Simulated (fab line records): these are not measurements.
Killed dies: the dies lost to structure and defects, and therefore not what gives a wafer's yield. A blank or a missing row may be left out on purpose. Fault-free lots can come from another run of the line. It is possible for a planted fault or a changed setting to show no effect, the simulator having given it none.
fab line records ; flow sky130
record: lots: 6; wafers: 18; last-day: 50
route steps=708 shown LI_CONTACT@370
lots untouched by any fault: they come from a run of this same line in which no faults occurred
start-h: start of the lot's first displayed wafer, in hours after the record's first day ; wait-h: hours elapsed since this lot's preceding step ; " same as the row above ; L1.1+2: a single row standing in for several wafers ; - no value, or no start was given ; * or withheld: withheld ; < > ~ a bound
route shown NAME@n: names a module that has steps shown in the file, with the first one's number in the route ; usual: the fault-free wafers' mean and standard deviation ; same: alike in all rows ; chamber/n: place in a boat ; sites: per-site readings ; _std_site: their standard deviation ; _edge_site: mean of outer sites minus mean of inner sites ; radius-mm: for every site, how far away it sits from the centre of the wafer ; mask NAME#n: copy n ; behind: the tool/chamber that last shaped the wafer ; hold: why the lot was held/for how many hours/how that ended ; device: whichever transistor did not switch (one of n, p or np) ; end of line: the route-end tests of the same wafers ; a step given without rows: its recipe and nothing more ; killed: not the wafer's yield, but the dies lost to structure and defects at the first sort ; map: the dies of a wafer, with x for killed, . for not killed, _ for no die there
set.NAME: the setting as run; set.NAME@STEP: as run at that earlier step ; model.NAME: the simulator's own value behind a step, which no gauge read
lots seen at some steps along the route; tables by step, rows by wafer
services: the hour from which a tool's chamber was out of use, counted from the record's first day as start-h (under 0 if before that day), plus the number of hours and why
== steps ==
step: SKY_LI_CONTACT_SOFTBAKE_08
recipe: temp-c: 100; time-s: 90; resist: KrF-thick
step: SKY_LI_CONTACT_EXPOSE_09
recipe: mask-id: LICM1; na: 0.8; source-shape: annular; sigma-inner: 0.55; sigma-outer: 0.85; target-cd-nm: 170; dose-mj: 38
step: SKY_LI_CONTACT_PEB_10
recipe: peb-temp-c: withheld; peb-time-s: withheld; resist: KrF-thick
step: SKY_LI_CONTACT_DEVELOP_11
recipe: develop-time-s: 60; resist: KrF-thick; dev-temp-c: 21
step: SKY_LI_CONTACT_CD_MEAS_12
recipe: target-cd-nm: 170
usual: cd-nm: 169.8/1.4
lot.wafer;tool;chamber;start-h;wait-h;cd-nm
L543.2;cd-sem-02;-;713.06;-;172.0
L543.4;cd-sem-02;-;713.06;-;170.7
L543.5;cd-sem-02;-;713.06;-;172.5
L545.1;cd-sem-02;-;718.14;-;170.0
L545.2;cd-sem-02;-;718.14;-;170.7
L545.6;cd-sem-02;-;718.14;-;168.9
L553.1;cd-sem-02;-;785.55;-;169.2
L553.2;cd-sem-02;-;785.55;-;169.3
L553.3;cd-sem-02;-;785.55;-;171.1
L556.1;cd-sem-02;-;812.35;-;168.2
L556.4;cd-sem-02;-;812.35;-;169.3
L556.6;cd-sem-02;-;812.35;-;168.5
L559.1;cd-sem-01;-;827.91;-;172.8
L559.4;cd-sem-01;-;827.91;-;171.1
L559.6;cd-sem-01;-;827.91;-;171.1
L561.2;cd-sem-01;-;837.58;-;169.7
L561.4;cd-sem-01;-;837.58;-;172.4
L561.6;cd-sem-01;-;837.58;-;172.8
step: SKY_LI_CONTACT_OVL_MEAS_13
usual: LI_CONTACT_OVL: -2/5.2
lot.wafer;tool;chamber;start-h;wait-h;LI_CONTACT_OVL[nm]
L543.2;overlay-01;-;713.16;0.1;0
L543.4;overlay-01;-;713.16;0.1;-4
L543.5;overlay-01;-;713.16;0.1;-3
L545.1;overlay-01;-;718.26;0.1;-8
L545.2;overlay-01;-;718.26;0.1;-9
L545.6;overlay-01;-;718.26;0.1;-12
L553.1;overlay-01;-;785.67;0.1;2
L553.2;overlay-01;-;785.67;0.1;1
L553.3;overlay-01;-;785.67;0.1;-1
L556.1;overlay-01;-;812.47;0.1;-7
L556.4;overlay-01;-;812.47;0.1;-10
L556.6;overlay-01;-;812.47;0.1;-2
L559.1;overlay-02;-;828.03;0.1;-4
L559.4;overlay-02;-;828.03;0.1;3
L559.6;overlay-02;-;828.03;0.1;4
L561.2;overlay-02;-;837.68;0.1;-9
L561.4;overlay-02;-;837.68;0.1;-13
L561.6;overlay-02;-;837.68;0.1;-9
step: SKY_LI_CONTACT_ETCH_14
recipe: chemistry: N2/H2; target: BARC; ion-energy-ev: 200; source-w: 500; bias-w: 100; pressure-mtorr: 30; n2-flow-sccm: 100; h2-flow-sccm: 200; stop-on: SiO2; time-s: 45.9; target-depth-a: 600
usual: drypump-motor-current-A: 5.8/0.54; oes-product-au: 0.855/0.0041; throttle-valve-pct: 13.225/0.0096
lot.wafer;tool;chamber;start-h;wait-h;drypump-motor-current-A;oes-product-au;rf-hours-counter-h;throttle-valve-pct
L543.2;rie-diel-02;3;713.19;0.0;5.7;0.858;16;13.218
L543.4;rie-diel-02;2;713.19;0.0;5.2;0.857;3;13.237
L543.5;rie-diel-02;1;713.19;0.0;5.2;0.857;-;13.215
L545.1;rie-diel-04;2;718.29;0.0;6.3;0.859;8;13.227
L545.2;rie-diel-04;1;718.29;0.0;6.4;0.855;9;13.226
L545.6;rie-diel-04;1;718.29;0.0;6.4;0.858;-;13.214
L553.1;rie-diel-01;2;785.71;0.0;5.9;0.853;13;13.230
L553.2;rie-diel-01;1;785.71;0.0;5.5;0.864;18;13.214
L553.3;rie-diel-01;0;785.71;0.0;6.3;0.858;16;13.232
L556.1;rie-diel-01;0;812.51;0.0;6.4;0.853;16;13.234
L556.4;rie-diel-01;1;812.51;0.0;5.5;0.862;19;13.238
L556.6;rie-diel-01;1;812.51;0.0;5.5;0.859;-;13.212
L559.1;rie-diel-04;0;828.06;0.0;5.7;0.858;3;13.219
L559.4;rie-diel-04;1;828.06;0.0;6.4;0.855;13;13.224
L559.6;rie-diel-04;2;828.06;0.0;6.3;0.851;-;13.230
L561.2;rie-diel-02;3;837.71;0.0;5.7;0.858;19;13.224
L561.4;rie-diel-02;0;837.71;0.0;6.3;0.854;9;13.234
L561.6;rie-diel-02;3;837.71;0.0;5.7;0.858;-;13.218
step: SKY_LI_CONTACT_ETCH_15
recipe: target: PSG; chemistry: C4F8/O2/Ar; stop-on: Si; taper-deg: 4.15; mask-material: KrF-thick; source-w: 1500; bias-w: 1200; pressure-mtorr: 40; c4f8-flow-sccm: withheld; O2_flow_sccm: 6; Ar_flow_sccm: 300; time-s: withheld; target-depth-a: 6000
usual: oes-product-au: 0.838/0.0053
lot.wafer;tool;chamber;start-h;wait-h;oes-product-au
L543.2;rie-diel-02;3;713.24;0.0;0.834
L543.4;rie-diel-02;2;713.24;0.0;0.842
L543.5;rie-diel-02;1;713.24;0.0;0.836
L545.1;rie-diel-04;2;718.34;0.0;0.843
L545.2;rie-diel-04;1;718.34;0.0;0.836
L545.6;rie-diel-04;1;718.34;0.0;0.834
L553.1;rie-diel-01;2;785.75;0.0;0.835
L553.2;rie-diel-01;1;785.75;0.0;0.836
L553.3;rie-diel-01;0;785.75;0.0;0.841
L556.1;rie-diel-01;0;812.55;0.0;0.840
L556.4;rie-diel-01;1;812.55;0.0;0.825
L556.6;rie-diel-01;1;812.55;0.0;0.826
L559.1;rie-diel-04;0;828.11;0.0;0.833
L559.4;rie-diel-04;1;828.11;0.0;0.841
L559.6;rie-diel-04;2;828.11;0.0;0.832
L561.2;rie-diel-02;3;837.75;0.0;0.836
L561.4;rie-diel-02;0;837.75;0.0;0.837
L561.6;rie-diel-02;3;837.75;0.0;0.840
step: SKY_LI_CONTACT_STRIP_16
recipe: chemistry: O2/N2; power-w: 1400; pressure-mtorr: 1500; platen-temp-c: withheld; o2-flow-sccm: 3000; n2-flow-sccm: 300; overash-fraction: 0.5
usual: drypump-motor-current-A: 5.4/0.53; oes-product-au: 0.375/0.0042; strip-time-to-endpoint-s: 3.488/0.026
lot.wafer;tool;chamber;start-h;wait-h;drypump-motor-current-A;oes-product-au;rf-hours-counter-h;strip-time-to-endpoint-s
L543.2;plasma-asher-01;0;713.32;-;5.9;0.368;102;3.488
L543.4;plasma-asher-01;1;713.32;-;5.7;0.374;-;3.464
L543.5;plasma-asher-01;1;713.32;-;5.7;0.375;-;3.460
L545.1;plasma-asher-03;0;718.42;-;6.1;0.378;63;3.429
L545.2;plasma-asher-03;1;718.42;-;5.0;0.369;63;3.447
L545.6;plasma-asher-03;1;718.42;-;5.0;0.374;-;3.400
L553.1;plasma-asher-02;0;785.84;-;4.8;0.368;92;3.461
L553.2;plasma-asher-02;1;785.84;-;4.8;0.381;92;3.529
L553.3;plasma-asher-02;1;785.84;-;4.8;0.371;-;3.481
L556.1;plasma-asher-01;1;812.64;-;5.7;0.371;7;3.485
L556.4;plasma-asher-01;0;812.64;-;5.9;0.378;-;3.536
L556.6;plasma-asher-01;1;812.64;-;5.7;0.377;-;3.502
L559.1;plasma-asher-03;1;828.19;-;5.0;0.381;74;3.500
L559.4;plasma-asher-03;1;828.19;-;5.0;0.377;-;3.485
L559.6;plasma-asher-03;0;828.19;-;6.2;0.377;-;3.490
L561.2;plasma-asher-01;1;837.84;-;5.7;0.375;10;3.510
L561.4;plasma-asher-01;0;837.84;-;5.9;0.377;-;3.528
L561.6;plasma-asher-01;1;837.84;-;5.7;0.372;-;3.520
step: SKY_LI_CONTACT_CLEAN_17
recipe: chemistry: NMP; time-s: 600; temp-c: 60; dry: n2-spin
step: SKY_LI_CONTACT_PRE_CLEAN_18
recipe: gas: Ar; time-s: 5.6; bias-v: 358
step: SKY_LI_CONTACT_SPUTTER_19
recipe: material: Ti; target-thk-nm: 20; chamber-pressure-pa: 5; power-w: 2500; substrate-temp-c: 200; time-s: 106.37
usual: chamber-pressure-pa: 4.999/0.011; throttle-valve-pct: 29.8/0.72
lot.wafer;tool;chamber;start-h;wait-h;chamber-pressure-pa;throttle-valve-pct
L543.2;pvd-sputter-02;-;713.62;0.0;5.000;30.6
L543.4;pvd-sputter-02;-;713.62;0.0;5.008;30.6
L543.5;pvd-sputter-02;-;713.62;0.0;4.998;31.0
L545.1;pvd-sputter-03;-;718.77;0.0;5.010;30.1
L545.2;pvd-sputter-03;-;718.77;0.0;5.008;30.1
L545.6;pvd-sputter-03;-;718.77;0.0;5.012;30.0
L553.1;pvd-sputter-03;-;786.15;0.0;4.999;30.2
L553.2;pvd-sputter-03;-;786.15;0.0;4.999;30.1
L553.3;pvd-sputter-03;-;786.15;0.0;5.012;30.3
L556.1;pvd-sputter-03;-;812.93;0.0;5.005;30.0
L556.4;pvd-sputter-03;-;812.93;0.0;5.008;28.6
L556.6;pvd-sputter-03;-;812.93;0.0;5.012;28.6
L559.1;pvd-sputter-02;-;828.50;0.0;4.982;30.2
L559.4;pvd-sputter-02;-;828.50;0.0;4.993;29.5
L559.6;pvd-sputter-02;-;828.50;0.0;4.988;30.3
L561.2;pvd-sputter-01;-;838.15;0.0;4.988;29.6
L561.4;pvd-sputter-01;-;838.15;0.0;4.994;29.8
L561.6;pvd-sputter-01;-;838.15;0.0;4.993;29.6
step: SKY_LI_CONTACT_SPUTTER_20
recipe: material: TiN; target-thk-nm: 20; chamber-pressure-pa: 5; power-w: 4000; time-s: 80
usual: chamber-pressure-pa: 5.001/0.0097; throttle-valve-pct: 29.8/0.76
lot.wafer;tool;chamber;start-h;wait-h;chamber-pressure-pa;throttle-valve-pct;model.TiN_of_LI_CONTACT_SPUTTER_20.thk-nm
L543.2;pvd-sputter-02;-;713.69;0.0;4.987;30.6;20.33
L543.4;pvd-sputter-02;-;713.69;0.0;4.987;30.9;20.23
L543.5;pvd-sputter-02;-;713.69;0.0;4.989;31.0;20.32
L545.1;pvd-sputter-03;-;718.85;0.0;4.997;30.3;20.17
L545.2;pvd-sputter-03;-;718.85;0.0;4.999;30.2;20.07
L545.6;pvd-sputter-03;-;718.85;0.0;4.984;30.1;20.28
L553.1;pvd-sputter-03;-;786.23;0.0;3.867;34.1;24.91
L553.2;pvd-sputter-03;-;786.23;0.0;3.907;34.4;24.63
L553.3;pvd-sputter-03;-;786.23;0.0;3.880;34.6;24.86
L556.1;pvd-sputter-03;-;813.01;0.0;3.866;34.4;25
L556.4;pvd-sputter-03;-;813.01;0.0;3.903;32.5;25.15
L556.6;pvd-sputter-03;-;813.01;0.0;3.887;32.4;24.98
L559.1;pvd-sputter-02;-;828.58;0.0;4.999;30.4;20.25
L559.4;pvd-sputter-02;-;828.58;0.0;5.000;29.6;20.27
L559.6;pvd-sputter-02;-;828.58;0.0;4.999;30.5;20.2
L561.2;pvd-sputter-01;-;838.23;0.0;4.998;29.5;20.26
L561.4;pvd-sputter-01;-;838.23;0.0;5.001;29.6;20.05
L561.6;pvd-sputter-01;-;838.23;0.0;5.012;29.5;20.29
step: SKY_LI_CONTACT_CVD_21
recipe: material: W; target-thk-nm: 400; time-s: 120.56; temp-c: 400; pressure-torr: 40
usual: heater-power-w: 938/130
lot.wafer;tool;chamber;start-h;wait-h;heater-power-w
L543.2;cvd-w-01;1;713.75;0.0;838
L543.4;cvd-w-01;0;713.75;0.0;1194
L543.5;cvd-w-01;0;713.75;0.0;1222
L545.1;cvd-w-01;1;718.91;0.0;843
L545.2;cvd-w-01;1;718.91;0.0;834
L545.6;cvd-w-01;1;718.91;0.0;824
L553.1;cvd-w-02;0;786.30;0.0;912
L553.2;cvd-w-02;1;786.30;0.0;907
L553.3;cvd-w-02;1;786.30;0.0;885
L556.1;cvd-w-01;1;813.07;0.0;843
L556.4;cvd-w-01;1;813.07;0.0;848
L556.6;cvd-w-01;1;813.07;0.0;831
L559.1;cvd-w-02;1;828.64;0.0;894
L559.4;cvd-w-02;1;828.64;0.0;904
L559.6;cvd-w-02;0;828.64;0.0;897
L561.2;cvd-w-01;0;838.29;0.0;1216
L561.4;cvd-w-01;1;838.29;0.0;843
L561.6;cvd-w-01;1;838.29;0.0;803
== services ==
tool;chamber;start-h;hours;kind
plasma-asher-02;-;698.93;2.8;pm
rie-diel-04;2;704.23;7.9;repair
pvd-sputter-02;1;705.22;-;consumable-replace:kit
cvd-w-02;0;709.28;3.3;repair
pvd-sputter-03;-;714.53;1.8;repair
cvd-w-01;0;716.35;13.1;repair
cvd-w-02;-;717.43;4.3;pm
pvd-sputter-02;-;726.68;1.0;repair
rie-diel-02;1;730.40;16.5;repair
plasma-asher-01;-;733.79;9.0;pm
cvd-w-01;-;744.34;0.8;repair
cvd-w-01;1;744.66;11.5;repair
cvd-w-02;0;755.18;2.6;repair
rie-diel-04;-;758.72;1.2;repair
pvd-sputter-03;-;763.75;4.4;repair
rie-diel-04;2;765.25;5.3;repair
rie-diel-04;-;775.12;0.5;repair
cvd-w-02;0;775.30;2.6;repair
plasma-asher-02;-;809.08;1.4;repair
cvd-w-01;-;810.97;1.3;repair
rie-diel-01;3;813.41;4.5;repair
pvd-sputter-02;-;825.14;1.9;repair
pvd-sputter-03;-;825.22;0.8;repair
cvd-w-01;-;827.34;2.8;pm
== key ==
first-sign: step: SKY_LI_CONTACT_SPUTTER_20; reading: chamber-pressure-pa; direction: down; sigmas: 99+; usual: 5.001; struck: 3.885
effect: step: SKY_LI_CONTACT_SPUTTER_20; reading: throttle-valve-pct; direction: up; sigmas: 5.2; usual: 29.8; struck: 33.7
model-effect: step: SKY_LI_CONTACT_SPUTTER_20; value: TiN_of_LI_CONTACT_SPUTTER_20.thk-nm; without: 19.99; struck: 24.92
met-at SKY_LI_CONTACT_SPUTTER_20
struck-wafers L553.1,L553.2,L553.3,L556.1,L556.4,L556.6
tester-left-out L553,L556
onset-between 718.85 786.23
fault: kind: process-parameter-drift; tool: pvd-sputter-03; chamber: -; onset-h: 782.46; steps: SKY_LI_CONTACT_SPUTTER_20; channel: chamber-pressure-pa; offset: -1.1162; shape: step; end-h: 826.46; acts-in: these-recipes-only; stated: 5
tester-left-out: of these lots the tester's yield and bins aren't shown, on N5 and GAA mostly nor the transistor test; their killed dies are dies lost to structure and defects alone, not to doping, threshold or leakage, so they don't give the yield
